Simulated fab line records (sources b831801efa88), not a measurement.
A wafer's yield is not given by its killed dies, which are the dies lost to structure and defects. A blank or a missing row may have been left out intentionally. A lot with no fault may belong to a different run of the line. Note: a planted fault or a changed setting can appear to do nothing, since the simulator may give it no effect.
2 desks looking at one fault	flow sky130	only its own numbers are on each desk; what lay behind them is given at the end

AT THE METROLOGY DESK
What the gauges read for every lot (on any tool): the sampled wafers with a number, averaged. If a lot's mean is further than 4 standard deviations from the usual mean, the lot is out of limits and carries the mark OUT (the distance appears in the brackets).
Columns: A = PWDE_TW at SKY_PWDE_TW_MEAS_10, usual 373; B = SONOS_ONO_OXIDATION_THK at SKY_SONOS_ONO_THK_MEAS_01, usual 2.61 nm; C = GATE_OXIDE_TW at SKY_GATE_OXIDE_TW_MEAS_14, usual 222; D = POLY_GATE_TW at SKY_RES_PROTECT_TW_MEAS_08, usual 4038
lot	first seen here	A	B	C	D
L893	day 3 21:31	367	2.60	219	4083
L895	day 4 10:56	367	2.58	221	3954
L898	day 5 00:44	367	2.58	219	3948
L900	day 5 11:17	367	2.56	219	3954
L903	day 6 08:46	29 (-49) OUT	2.56	227	3947
L904	day 6 15:34	31 (-49) OUT	2.51	219	4093
L905	day 6 17:16	31 (-49) OUT	2.56	220	4097
L908	day 7 11:08	380	2.52	226	3969
L909	day 7 16:02	382	2.60	227	4082
L910	day 7 21:05	372	2.67	218	3966
L911	day 8 03:16	366	2.62	218	4096
L913	day 8 16:44	379	2.69	226	4101
L914	day 8 22:52	378	2.64	218	4095
L915	day 9 02:07	364	2.71	226	4110
L916	day 9 05:25	380	2.71	220	3976
Finding of this desk: L903, L904, L905 out of limits, first seen on L903 at day 6 08:46 (PWDE_TW at SKY_PWDE_TW_MEAS_10). Within limits: L893, L895, L898, L900, L908, L909, L910, L911, L913, L914, L915, L916.

THE TOOL OWNER'S DESK: plasma asher-03
The tool's own readings at SKY_DNWELL_STRIP_08 (strips in O2/N2): means of the sampled wafers that have a number, for each lot that ran on this tool. If a lot's mean is further than 4 standard deviations from the usual mean, the lot is out of limits and carries the mark OUT (the distance appears in the brackets).
Columns: A = chamber pressure mTorr at SKY_DNWELL_STRIP_08, usual 1499.9 mTorr; B = drypump motor current A at SKY_DNWELL_STRIP_08, usual 5.7 A; C = oes product au at SKY_DNWELL_STRIP_08, usual 0.722 a.u.; D = strip time to endpoint s at SKY_DNWELL_STRIP_08, usual 36.95 s
lot	first seen here	A	B	C	D
L895	day 3 17:03	1499.2	5.7	0.721	36.78
L898	day 4 07:15	1499.5	6.0	0.720	36.92
L908	day 6 15:24	1501.3	5.7	0.715	37.12
L910	day 7 00:14	1499.2	5.7	0.726	37.08
Finding of this desk: none of the 4 lots has anything out of limits.

ALL TOGETHER
An alarm was possible from the metrology desk at day 6 08:46, on L903, L904, L905.
Nothing out of limits was seen by the tool owner's desk.
The tool owner's desk has no number on record for L903, L904, L905.
The lots listed all ran SKY_DNWELL_STRIP_08 on plasma asher-03.

WHAT WAS PUT IN BY THE SIMULATOR
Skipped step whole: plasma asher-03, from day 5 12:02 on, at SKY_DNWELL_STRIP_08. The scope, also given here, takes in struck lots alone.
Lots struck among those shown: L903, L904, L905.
Delay in hours, fault start to first out-of-limits reading, per desk: metrology desk 21.
